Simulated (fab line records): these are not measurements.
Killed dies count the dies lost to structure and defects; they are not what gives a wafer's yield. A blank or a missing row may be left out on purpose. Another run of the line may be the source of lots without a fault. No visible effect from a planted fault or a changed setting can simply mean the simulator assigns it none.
Code-filled problem report in 8D (eight disciplines) form | flow gf180mcu | the parts of the form that need people (team, actions taken, sign-off) are left out

## 1. WHAT IS WRONG
V5_CVD_02_THK at GF_V5_THK_MEAS_03 reads a mean of 1210 nm on 2 wafers of 2 lots; wafers without a fault read 1444 nm with a standard deviation of 24. That is -9.8 standard deviations from the usual mean.
First observed at day 31 02:42: wafer L780.1, on film-metro-03. The record holds 39 wafers of 13 lots with a number at this step. The rule behind "out" and "out of limits": a value lying over 4 standard deviations away from the usual mean. The rest of the wafers with a number are treated as sound.

## 2. WHAT IT IS, AND WHAT IT ISN'T
question                    | is                | is not
which readings at this step | V5_CVD_02_THK     | -
which lots                  | L780, L782        | L767, L769, L770, L771, L772, L775, L776, L786, L787, L788, L789
which wafers of those lots  | L780.1, L782.1    | L780.2, L780.6, L782.2, L782.3
read on which gauges        | film-metro-03     | film-metro-02, film-metro-04
when                        | from day 31 02:42 | up to then (23 sound wafers); but 14 sound wafers of L782, L786, L787, L788, L789 came after

## 3. SUSPECTS, AND WHAT RULES EACH OUT
Counting: if a tool at a process step up to the reading ran every lot that is out, it stays a suspect. Sound lots after the first of them don't rule it out here, since some wafers of a struck lot are sound.
- the gauge at GF_V5_THK_MEAS_03: ruled out. All the wafers that are out were read on film-metro-03, but those of them that GF_V5_CVD_02 has rows for are out there too, on other tools.
- pvd-sputter-01 at GF_V3_SPUTTER_22 (material TiN, target thk 10 nm, time 40 s): kept. Ran every lot that is out, first one L780 (day 27 16:40); last sound lot up to then L770 (day 24 10:48).
- pecvd-04 at GF_V5_CVD_02 (deposits SiO2 from TEOS, target thk 1450 nm, time 163.28 s): kept. Ran every lot that is out, first one L780 (day 31 02:35); last sound lot up to then L772 (day 28 23:19). Its own rf-fwd-power-W readings are out on those wafers.
- pecvd-04, GF_V5_CVD_02: wafers that are out in chamber 0, sound lot-mates in chambers 1, 2.
After counting, pvd-sputter-01 at GF_V3_SPUTTER_22 and pecvd-04 at GF_V5_CVD_02 remain.

## 4. THE CAUSE (what the simulator had put in)
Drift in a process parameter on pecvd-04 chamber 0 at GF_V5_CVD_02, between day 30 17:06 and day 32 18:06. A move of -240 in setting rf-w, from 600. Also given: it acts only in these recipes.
This tool is one of the 2 suspects left after counting.

## 5. THE CHAIN OF EFFECTS, in route order
Each row: a reading where the mean over the struck wafers with a number is more than 3 standard deviations away from the usual. Only readings whose record carries a usual standard deviation are examined. hours: median over the lots of the time between each lot's start at the first step of this table that gives one and its start at this step. sigmas: the change, counted in usual standard deviations.
hours | step              | reading        | usual   | on struck wafers | change | sigmas
0     | GF_V5_CVD_02      | rf-fwd-power-W | 597.2 W | 358.6            | -238.6 | -99 or more
0     | GF_V5_THK_MEAS_03 | V5_CVD_02_THK  | 1444 nm | 1210             | -234   | -9.8
Here are the process steps it includes:
- GF_V5_CVD_02: deposits SiO2 from TEOS, target thk 1450 nm, time 163.28 s.
At these later measuring or inspecting steps, every struck wafer for which the step has a row has a number for every such reading, and none has moved that far: GF_V5_CD_MEAS_14.

## 6. WHAT WOULD HAVE CAUGHT IT SOONER
Counted from the fault's start at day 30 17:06, it took 10 hours until the first out-of-limits reading at a measuring or inspecting step in this record, taken at day 31 02:42.
At GF_V5_CVD_02, the tool's own readings (rf-fwd-power-W) were out on each struck wafer the step has a row for, so an alarm limit on them would have fired on the first such wafer.
L782, from the lots that are out (2), started GF_V5_CVD_02 on pecvd-04 later than day 31 02:42. Putting the tool on hold at that point would have spared it.
